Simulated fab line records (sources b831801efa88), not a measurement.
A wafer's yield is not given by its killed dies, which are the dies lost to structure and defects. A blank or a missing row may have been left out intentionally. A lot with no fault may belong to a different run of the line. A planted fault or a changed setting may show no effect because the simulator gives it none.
Problem report, 8D (eight disciplines) form, completed by code ; flow sfq_line ; the parts of the form that need people (team, actions taken, sign-off) are left out

== 1. WHAT WENT WRONG ==
At SFQ_TRILAYER_M4_LITHO_PEB_096, heater_power_total_W averages 86.10 W over 3 wafers from 3 lots, while fault-free wafers read 79.14 W, standard deviation 0.074. That is +94 standard deviations from the usual mean.
The step: peb time 60 s.
Earliest sighting: wafer L783.4 on litho_track-04 at day 47 15:01. The record has a number at this step for 21 wafers belonging to 7 lots. The rule behind "out" and "out of limits": a value lying over 4 standard deviations away from the usual mean. Any other wafer with a number is counted as sound.

== 2. WHAT IT IS, WHAT IT ISN'T ==
question;is;is not
which readings at this step;heater_power_total_W;-
which lots;L783, L784, L785;L771, L773, L780, L793
which wafers of those lots;L783.4, L784.4, L785.1;L783.2, L783.3, L784.5, L784.6, L785.2, L785.5
read on which tools;litho_track-04;litho_track-01
when;from day 47 15:01;"up to then (11 sound wafers); but 7 sound wafers of L784, L785, L793 came after"

== 3. THE SUSPECTS, EACH WITH WHAT RULES IT OUT ==
Counting: if a tool at a process step up to the reading ran every lot that is out, it stays a suspect. Sound lots after the first of them don't rule it out here, since some wafers of a struck lot are sound.
- rie_metal-04 at SFQ_TRILAYER_I3_VIA_STRIP_STRIP_089 (strips in O2): kept. It processed each lot that is out (first: L783, day 41 21:42); up to then, its last sound lot is L773 (day 35 13:58).
- litho_track-04 at SFQ_TRILAYER_M4_LITHO_PEB_096 (peb time 60 s): kept. It processed each lot that is out (first: L783, day 47 15:01); up to then, its last sound lot is L780 (day 46 22:13). Its own readings are out on those wafers: heater_power_total_W.
Left after counting: rie_metal-04 at SFQ_TRILAYER_I3_VIA_STRIP_STRIP_089, litho_track-04 at SFQ_TRILAYER_M4_LITHO_PEB_096.

== 4. THE CAUSE (what the simulator had put in) ==
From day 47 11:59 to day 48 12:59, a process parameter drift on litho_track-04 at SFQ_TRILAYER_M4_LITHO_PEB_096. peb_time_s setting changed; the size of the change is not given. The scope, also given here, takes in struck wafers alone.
2 suspects survive the count, and this tool is in that group.

== 5. THE CHAIN OF EFFECTS, in route order ==
Each row: a reading whose mean over the struck wafers that have a number lies more than 3 standard deviations from the usual. Scope: only readings with a usual standard deviation given in the record; hours: median across lots of the time from each lot's start at the first step in this table that gives one to its start at this step; sigmas: change in usual standard deviations.
hours;step;reading;usual;on struck wafers;change;sigmas
0;SFQ_TRILAYER_M4_LITHO_PEB_096;heater_power_total_W;79.14 W;86.10;+6.96;+94
Its process steps:
- SFQ_TRILAYER_M4_LITHO_PEB_096: peb time 60 s.
At these later measuring or inspecting steps, every struck wafer for which the step has a row has a number for every such reading, and none has moved that far: SFQ_M4_OVL_MEAS_926.

== 6. WHAT WOULD HAVE CAUGHT IT SOONER ==
The fault began at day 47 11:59; the first out-of-limits reading in this record came at day 47 15:01, 3 hours later.
